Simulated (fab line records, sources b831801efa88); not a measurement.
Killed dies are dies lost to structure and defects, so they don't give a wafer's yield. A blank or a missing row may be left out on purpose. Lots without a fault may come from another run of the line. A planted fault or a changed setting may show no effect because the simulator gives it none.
fab line records | flow sfq_line
record lots=6 wafers=18 last_day=92
route steps=325 shown INCOMING@1 L0@3 L0V@16
lots that met no fault: from a run of the same line without faults
start_h: hours from the record's first day to the start of the lot's first wafer shown | wait_h: hours since the lot's step before | " the same as in the row above | L1.1+2: a row that stands for several wafers | - no value, or no start given | * or withheld: withheld | < > ~ a bound
route shown NAME@n: a module of which the file shows steps, and the number in the route of the first | usual: mean/standard deviation of fault-free wafers | same: alike in all rows | chamber/n: place in a boat | sites: the reading at each site | _std_site: their standard deviation | _edge_site: outer sites' mean less inner sites' | radius_mm: how far each site lies from the wafer's centre | mask NAME#n: copy n | behind: the tool/chamber that last shaped the wafer | hold: why the lot was held/for how many hours/how that ended | device: the transistor (n, p or np) that didn't switch | end of line: the same wafers' tests at the end of the route | a step without rows: its recipe alone | killed: dies lost to structure and defects at the first sort, not the wafer's yield | map: a wafer's dies, x killed, . not, _ none there
set.NAME: the setting as run; set.NAME@STEP: as run at that earlier step | model.NAME: the simulator's own value behind a step, which no gauge read
lots at some steps of the route; a table a step, a row a wafer
services: from which hour (start_h, from the record's first day; less than 0 if before it) a tool's chamber was out of use, for how many hours, and why
## steps
# step SFQ_INCOMING_BOW_MEAS_900
# recipe mode=bow
# usual INCOMING_BOW=0/6.3
# columns lot.wafer tool chamber start_h wait_h INCOMING_BOW[um]
L140.1 film_metro-03 - 40.00 - 1
L140.2 " - " " -1
L140.3 " - " " 12
L147.1 film_metro-02 - 75.00 - 4
L147.4 " - " " 5
L147.6 " - " " 14
L148.1 film_metro-03 - 80.00 - -6
L148.3 " - " " 6
L148.4 " - " " 7
L151.1 film_metro-02 - 95.00 - 2
L151.3 " - " " 11
L151.4 " - " " 5
L152.1 film_metro-01 - 100.00 - -3
L152.2 " - " " 10
L152.5 " - " " -6
L156.3 film_metro-02 - 120.04 - 7
L156.4 " - " " -3
L156.5 " - " " 1
# step SFQ_TRILAYER_INCOMING_OXIDATION_002
# recipe temp_c=1000 ambient=H2O target_thk_a=5000 p_h2o_torr=720 ox_time_s=4939
# step SFQ_TRILAYER_L0_DEP_SPUTTER_003
# recipe material=MoNx_KI base_pressure_pa=1.33e-06 target_thk_nm=40 power_w=800 time_s=100 chamber_pressure_pa=0.4
# usual throttle_valve_pct=30.1/0.77
# columns lot.wafer tool chamber start_h wait_h throttle_valve_pct
L140.1 pvd_sputter-03 - 42.49 0.0 29.3
L140.2 " - " " 30.2
L140.3 " - " " 31.3
L147.1 pvd_sputter-06 - 77.49 0.0 30.0
L147.4 " - " " 30.4
L147.6 " - " " 30.4
L148.1 pvd_sputter-06 - 82.49 0.0 30.2
L148.3 " - " " 30.6
L148.4 " - " " 28.9
L151.1 pvd_sputter-06 - 97.49 0.0 30.4
L151.3 " - " " 29.0
L151.4 " - " " 30.6
L152.1 pvd_sputter-03 - 102.49 0.0 29.5
L152.2 " - " " 31.5
L152.5 " - " " 30.2
L156.3 pvd_sputter-05 - 122.49 0.0 29.5
L156.4 " - " " 29.7
L156.5 " - " " 28.7
# step SFQ_L0_RS_MEAS_901
# recipe thk_meas_gauge=four-point-probe reads=MoNx_KI_of_TRILAYER_L0_DEP_SPUTTER_003
# usual L0_MONX_KI_RS=43.5/0.49
# columns lot.wafer tool chamber start_h wait_h L0_MONX_KI_RS[ohm/sq]
L140.1 film_metro-03 - 42.56 0.0 43.8
L140.2 " - " " 43.5
L140.3 " - " " 43.4
L147.1 film_metro-03 - 77.56 0.0 44.1
L147.4 " - " " 44.5
L147.6 " - " " 44.2
L148.1 film_metro-03 - 82.56 0.0 43.6
L148.3 " - " " 44.2
L148.4 " - " " 43.2
L151.1 film_metro-04 - 97.56 0.0 43.2
L151.3 " - " " 43.2
L151.4 " - " " 44.1
L152.1 film_metro-04 - 102.56 0.0 43.6
L152.2 " - " " 43.0
L152.5 " - " " 44.0
L156.3 film_metro-01 - 122.61 0.1 44.6
L156.4 " - " " 44.5
L156.5 " - " " 44.4
# step SFQ_L0_THK_MEAS_902
# recipe thk_meas_gauge=xrf reads=MoNx_KI_of_TRILAYER_L0_DEP_SPUTTER_003
# usual L0_MONX_KI_THK=39.4/0.45
# columns lot.wafer tool chamber start_h wait_h L0_MONX_KI_THK[nm]
L140.1 film_metro-03 - 42.68 0.1 39.2
L140.2 " - " " 39.4
L140.3 " - " " 39.3
L147.1 film_metro-03 - 77.68 0.1 38.9
L147.4 " - " " 38.7
L147.6 " - " " 38.6
L148.1 film_metro-03 - 82.68 0.1 39.3
L148.3 " - " " 38.8
L148.4 " - " " 39.6
L151.1 film_metro-04 - 97.68 0.1 39.4
L151.3 " - " " 39.6
L151.4 " - " " 38.7
L152.1 film_metro-04 - 102.68 0.1 39.2
L152.2 " - " " 39.4
L152.5 " - " " 38.6
L156.3 film_metro-01 - 122.71 0.1 38.6
L156.4 " - " " 38.6
L156.5 " - " " 39.0
# step SFQ_TRILAYER_L0_LITHO_COAT_010
# recipe resist=BARC spin_rpm=3000 resist_thk_nm=62
# step SFQ_TRILAYER_L0_LITHO_COAT_005
# recipe resist=KrF spin_rpm=3000 resist_thk_nm=600
# step SFQ_TRILAYER_L0_LITHO_SOFTBAKE_009
# recipe temp_c=withheld time_s=withheld resist=KrF
# step SFQ_TRILAYER_L0_LITHO_EXPOSE_006
# recipe mask_id=L0 na=0.6 source_shape=conventional sigma_outer=0.65 target_cd_nm=2000 dose_mj=14.4
# usual exposure_dose_mJ_cm2=14.402/0.015 focus_offset_nm=0.0/0.52
# columns lot.wafer tool chamber start_h wait_h mask exposure_dose_mJ_cm2 focus_offset_nm
L140.1 krf_scanner-02 0 115.06 - L0#0 14.397 -0.2
L140.2 " 0 " " L0#0 14.416 0.1
L140.3 " 0 " " L0#0 14.390 0.7
L147.1 krf_scanner-02 - 160.22 - L0#0 - -
L147.4 " - " " L0#0 - -
L147.6 " - " " L0#0 - -
L148.1 krf_scanner-02 - 166.22 - L0#0 - -
L148.3 " - " " L0#0 - -
L148.4 " - " " L0#0 - -
L151.1 krf_scanner-02 0 181.82 - L0#0 14.428 -0.3
L151.3 " 0 " " L0#0 14.409 0.0
L151.4 " 0 " " L0#0 14.409 -0.4
L152.1 krf_scanner-02 0 187.82 - L0#0 14.423 -0.1
L152.2 " 0 " " L0#0 14.423 -0.7
L152.5 " 0 " " L0#0 14.411 -0.4
L156.3 krf_scanner-02 0 212.22 - L0#0 14.389 -0.3
L156.4 " 0 " " L0#0 14.392 -0.3
L156.5 " 0 " " L0#0 14.408 0.8
# step SFQ_TRILAYER_L0_LITHO_PEB_008
# recipe peb_temp_c=115 peb_time_s=60 resist=KrF
# step SFQ_TRILAYER_L0_LITHO_DEVELOP_007
# recipe time_s=60 resist=KrF
# step SFQ_TRILAYER_L0_BARC_OPEN_METAL_ETCH_010
# recipe mask_material=PR chemistry=O2 target_depth_nm=125 target=BARC icp_w=600 bias_w=80 pressure_mtorr=10 time_s=41.7
# usual bias_w=79.99/0.26 drypump_motor_current_A=5.4/0.35 oes_product_au=0.685/0.0049
# columns lot.wafer tool chamber start_h wait_h bias_w drypump_motor_current_A oes_product_au rf_hours_counter_h
L140.1 rie_metal-01 0 116.56 0.1 80.28 5.8 0.681 37
L140.2 " 1 " " 80.43 5.4 0.679 62
L140.3 " 0 " " 79.43 5.8 0.689 -
L147.1 rie_metal-02 1 161.72 0.1 79.79 4.7 0.685 166
L147.4 " 1 " " 79.98 4.7 0.691 -
L147.6 " 0 " " 80.17 5.7 0.683 -
L148.1 rie_metal-03 0 167.72 0.1 80.11 5.2 0.692 185
L148.3 " 0 " " 79.81 5.2 0.683 -
L148.4 " 1 " " 80.14 5.5 0.683 -
L151.1 rie_metal-01 0 183.32 0.1 79.85 5.9 0.678 46
L151.3 " 0 " " 79.83 5.9 0.685 -
L151.4 " 1 " " 79.75 5.4 0.685 -
L152.1 rie_metal-02 0 189.32 0.1 80.04 5.7 0.690 141
L152.2 " 1 " " 79.80 4.7 0.684 172
L152.5 " 1 " " 79.91 4.7 0.692 -
L156.3 rie_metal-02 0 213.34 0.1 79.89 5.7 0.695 -
L156.4 " 1 " " 79.65 4.7 0.684 -
L156.5 " 0 " " 79.70 5.7 0.691 -
# step SFQ_TRILAYER_L0_ETCH_METAL_ETCH_008
# recipe target=MoNx_KI stop_on=SiO2 mask_material=PR chemistry=SF6/O2 target_depth_nm=50 icp_w=600 bias_w=80 pressure_mtorr=10 time_s=25
# usual bias_w=80.02/0.21 drypump_motor_current_A=5.4/0.35 oes_product_au=0.873/0.0067
# columns lot.wafer tool chamber start_h wait_h bias_w drypump_motor_current_A oes_product_au rf_hours_counter_h
L140.1 rie_metal-01 0 116.62 0.0 80.04 5.9 0.880 37
L140.2 " 1 " " 79.86 5.4 0.883 62
L140.3 " 0 " " 80.07 5.8 0.882 -
L147.1 rie_metal-02 1 161.78 0.0 79.97 4.7 0.870 166
L147.4 " 1 " " 79.85 4.7 0.872 -
L147.6 " 0 " " 80.06 5.7 0.868 -
L148.1 rie_metal-03 0 167.78 0.0 80.00 5.2 0.876 185
L148.3 " 0 " " 79.55 5.3 0.870 -
L148.4 " 1 " " 80.04 5.5 0.876 -
L151.1 rie_metal-01 0 183.38 0.0 79.91 5.8 0.878 47
L151.3 " 0 " " 80.34 5.8 0.882 -
L151.4 " 1 " " 80.15 5.4 0.866 -
L152.1 rie_metal-02 0 189.38 0.0 80.10 5.7 0.871 141
L152.2 " 1 " " 79.69 4.7 0.883 172
L152.5 " 1 " " 80.06 4.7 0.869 -
L156.3 rie_metal-02 0 213.40 0.0 79.85 5.6 0.857 -
L156.4 " 1 " " 79.63 4.7 0.863 -
L156.5 " 0 " " 80.07 5.7 0.861 -
# step SFQ_TRILAYER_L0_STRIP_STRIP_009
# recipe gas=O2 power_w=200 platen_temp_c=40 overash_fraction=0.65 chemistry=O2 pressure_mtorr=50
# usual drypump_motor_current_A=5.4/0.35 oes_product_au=0.998/0.011
# columns lot.wafer tool chamber start_h wait_h drypump_motor_current_A oes_product_au rf_hours_counter_h
L140.1 rie_metal-01 0 116.67 0.0 5.8 0.978 37
L140.2 " 1 " " 5.4 1.008 62
L140.3 " 0 " " 5.8 0.987 -
L147.1 rie_metal-02 1 161.83 0.0 4.7 1.010 166
L147.4 " 1 " " 4.7 1.012 -
L147.6 " 0 " " 5.7 0.992 -
L148.1 rie_metal-03 0 167.83 0.0 5.3 1.003 185
L148.3 " 0 " " 5.3 0.991 -
L148.4 " 1 " " 5.5 1.003 -
L151.1 rie_metal-01 0 183.43 0.0 5.8 0.995 47
L151.3 " 0 " " 5.8 0.991 -
L151.4 " 1 " " 5.4 0.997 -
L152.1 rie_metal-02 0 189.43 0.0 5.6 0.996 141
L152.2 " 1 " " 4.7 0.998 172
L152.5 " 1 " " 4.7 0.994 -
L156.3 rie_metal-02 0 213.63 0.2 5.7 1.006 -
L156.4 " 1 " " 4.7 0.999 -
L156.5 " 0 " " 5.7 0.996 -
# step SFQ_TRILAYER_L0_STRIP_SOLV_CLEAN_010
# recipe chemistry=NMP temp_c=70 time_s=600
# step SFQ_TRILAYER_L0_CAP_PECVD_011
# recipe material=SiO2 temp_c=150 time_s=13.333 pressure_torr=2.4 rf_w=183.3 precursor=SiH4/N2O target_thk_nm=60
# usual heater_power_outer_w=31/9 heater_power_w=83/17 throttle_valve_pct=25.2/0.89
# columns lot.wafer tool chamber start_h wait_h heater_power_outer_w heater_power_w throttle_valve_pct
L140.1 pecvd-04 1 117.44 0.0 23 67 26.2
L140.2 " 2 " " 32 73 25.7
L140.3 " 0 " " 41 104 24.4
L147.1 pecvd-04 1 162.60 0.0 27 74 26.0
L147.4 " 0 " " 32 90 24.9
L147.6 " 2 " " 37 84 25.7
L148.1 pecvd-03 0 168.60 0.0 44 115 26.4
L148.3 " 2 " " 38 90 24.8
L148.4 " 1 " " 37 104 23.8
L151.1 pecvd-03 0 184.20 0.0 45 116 26.7
L151.3 " 2 " " 29 81 25.1
L151.4 " 0 " " 45 116 26.7
L152.1 pecvd-02 1 190.20 0.0 28 71 25.9
L152.2 " 0 " " 17 65 25.3
L152.5 " 1 " " 27 71 25.8
L156.3 pecvd-03 0 214.20 0.0 42 112 26.7
L156.4 " 0 " " 42 114 26.6
L156.5 " 2 " " 29 81 24.9
# step SFQ_TRILAYER_L0_VIA_LITHO_COAT_018
# recipe resist=BARC spin_rpm=3000 resist_thk_nm=62
# step SFQ_TRILAYER_L0_VIA_LITHO_COAT_013
# recipe resist=KrF spin_rpm=3000 resist_thk_nm=650
# step SFQ_TRILAYER_L0_VIA_LITHO_SOFTBAKE_017
# recipe temp_c=withheld time_s=withheld resist=KrF
# step SFQ_TRILAYER_L0_VIA_LITHO_EXPOSE_014
# recipe mask_id=L0V na=0.6 source_shape=conventional sigma_outer=0.65 target_cd_nm=700 dose_mj=21.3
# usual exposure_dose_mJ_cm2=21.303/0.02 focus_offset_nm=0.1/0.54
# columns lot.wafer tool chamber start_h wait_h mask exposure_dose_mJ_cm2 focus_offset_nm
L140.1 krf_scanner-01 0 122.95 - L0V#0 21.270 0.1
L140.2 " 0 " " L0V#0 21.290 0.1
L140.3 " 0 " " L0V#0 21.281 0.0
L147.1 krf_scanner-01 - 168.23 - L0V#0 - -
L147.4 " - " " L0V#0 - -
L147.6 " - " " L0V#0 - -
L148.1 krf_scanner-01 - 175.23 - L0V#0 - -
L148.3 " - " " L0V#0 - -
L148.4 " - " " L0V#0 - -
L151.1 krf_scanner-01 0 198.03 - L0V#0 21.303 -0.7
L151.3 " 0 " " L0V#0 21.267 -1.1
L151.4 " 0 " " L0V#0 21.293 -0.3
L152.1 krf_scanner-01 0 202.83 - L0V#0 21.319 -0.4
L152.2 " 0 " " L0V#0 21.296 -0.8
L152.5 " 0 " " L0V#0 21.295 -0.2
L156.3 krf_scanner-02 0 316.42 - L0V#0 21.312 0.3
L156.4 " 0 " " L0V#0 21.282 0.2
L156.5 " 0 " " L0V#0 21.324 0.5
# step SFQ_TRILAYER_L0_VIA_LITHO_PEB_016
# recipe peb_temp_c=115 peb_time_s=60 resist=KrF
## services
# columns tool chamber start_h hours kind
krf_scanner-02 - 20.95 0.4 repair
rie_metal-01 0 32.33 18.9 repair
krf_scanner-02 - 46.51 1.3 pm
krf_scanner-01 - 56.20 0.8 pm
krf_scanner-02 - 76.61 0.8 pm
krf_scanner-02 - 77.36 4.0 pm
krf_scanner-02 - 85.20 1.8 repair
krf_scanner-02 - 102.62 1.6 repair
rie_metal-02 - 115.84 14.6 pm
krf_scanner-02 - 119.86 1.0 pm
krf_scanner-01 - 126.55 1.3 pm
rie_metal-01 0 131.47 5.7 repair
krf_scanner-02 - 142.43 2.2 repair
krf_scanner-01 - 156.65 4.4 pm
rie_metal-01 - 160.50 14.6 pm
krf_scanner-01 - 174.23 1.0 pm
krf_scanner-02 - 220.19 1.2 repair
krf_scanner-02 - 222.55 1.3 pm
rie_metal-02 0 224.17 7.0 repair
rie_metal-02 - 235.25 1.1 repair
krf_scanner-02 - 244.37 0.8 pm
krf_scanner-01 - 246.90 3.0 pm
krf_scanner-02 - 288.64 1.0 pm
rie_metal-01 - 301.83 28.1 pm
## key
first_sign step=SFQ_TRILAYER_L0_LITHO_EXPOSE_006 reading=tool_record direction=missing
effect step=SFQ_TRILAYER_L0_VIA_LITHO_EXPOSE_014 reading=tool_record direction=missing
met_at SFQ_TRILAYER_L0_LITHO_EXPOSE_006
struck_wafers L147.1,L147.4,L147.6,L148.1,L148.3,L148.4
onset_between 115.06 160.22
fault kind=skipped_step_whole tool=krf_scanner-02 chamber=- onset_h=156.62 steps=SFQ_TRILAYER_L0_LITHO_EXPOSE_006 scope=struck_lots_only
